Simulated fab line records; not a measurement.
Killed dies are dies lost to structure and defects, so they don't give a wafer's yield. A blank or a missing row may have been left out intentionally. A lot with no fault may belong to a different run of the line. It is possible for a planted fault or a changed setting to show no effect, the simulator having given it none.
Which tool was responsible? -- flow sky130 -- Sampling: 9 lots, 27 wafers, 3 of 708 route steps

## WHAT THE GAUGES READ, wafer by wafer
SKY_METAL5_RS_MEAS_05: measurement is done with a four-point probe.
lot,measured,on,METAL5_ALCU_RS (ohm/sq)
L610,day 42 23:40,film_metro-03,0.0272 0.0272 0.0271
L612,day 43 16:51,film_metro-01,0.0273 0.0270 0.0271
L615,day 44 16:34,film_metro-01,0.0270 0.0270 0.0270
L621,day 46 07:08,film_metro-03,0.0251 0.0252 0.0253
L622,day 46 19:34,film_metro-01,0.0257 0.0255 0.0256
L623,day 46 23:59,film_metro-02,0.0273 0.0273 0.0275
L626,day 47 12:23,film_metro-01,0.0269 0.0270 0.0270
L628,day 47 22:21,film_metro-03,0.0268 0.0266 0.0269
L630,day 48 10:31,film_metro-02,0.0275 0.0274 0.0274

## TOOL THAT RAN EACH LOT (tool first, then ch and the chambers of the sampled wafers, then the start)
lot,SKY_CAP2M_METAL_ETCH_13,SKY_METAL5_SPUTTER_02
L610,"rie_metal-02 ch 0,1, day 40 20:51","pvd_sputter-04, day 42 23:31"
L612,"rie_metal-01 ch 0,1, day 41 15:08","pvd_sputter-04, day 43 16:44"
L615,"rie_metal-01 ch 0,1, day 42 15:22","pvd_sputter-02, day 44 16:27"
L621,"rie_metal-01 ch 0,1, day 44 08:55","pvd_sputter-04, day 46 06:59"
L622,"rie_metal-01 ch 0,1, day 44 20:55","pvd_sputter-04, day 46 19:26"
L623,"rie_metal-01 ch 0,1, day 45 02:02","pvd_sputter-03, day 46 23:52"
L626,"rie_metal-02 ch 0,1, day 45 15:22","pvd_sputter-02, day 47 12:16"
L628,"rie_metal-02 ch 0,1, day 46 01:55","pvd_sputter-02, day 47 22:13"
L630,"rie_metal-01 ch 0,1, day 46 14:45","pvd_sputter-02, day 48 10:22"
- SKY_CAP2M_METAL_ETCH_13: etches TiN in Cl2/BCl3, stops on SiO2, target depth 220 nm, time 62.9 s.
- SKY_METAL5_SPUTTER_02: material AlCu, target thk 1150 nm, time 61.2 s.

## THE ANSWER, worked out from the rows above alone
Rule: what is usual is taken from the lots themselves. Put in order of their means at a reading, lots are off if they are a third of the lots or fewer, leave a main group of 4 or more, and stand apart from it by a gap of 3 or more times the standard deviation of the main group's means; of several such gaps the widest counts. Not used: any main group whose means are identical at the precision the tables above print for the reading. Also off: a lot with no number at a reading for which 4 or more lots have one. The other lots that the step has rows for count as sound.
Off: L621, L622, at SKY_METAL5_RS_MEAS_05 (METAL5_ALCU_RS). Main group: mean 0.0271 ohm/sq, sd 0.00022.
A tool fits if, at a process step before that reading, it ran every lot that is off, and no sound lot after the first of them. Those tools and the gauges at SKY_METAL5_RS_MEAS_05 are tried in the same way. One candidate fits, namely pvd_sputter-04 at SKY_METAL5_SPUTTER_02. Its last sound lot is L612 (day 43 16:44), its first lot that is off L621 (day 46 06:59): a fault that began between those two fits.

## WHAT THE SIMULATOR HAD PUT IN
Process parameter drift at SKY_METAL5_SPUTTER_02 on pvd_sputter-04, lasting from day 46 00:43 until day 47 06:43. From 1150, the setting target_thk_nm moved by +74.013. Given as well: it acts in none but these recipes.
Lots struck among those shown: L621, L622. The rule above found the same.
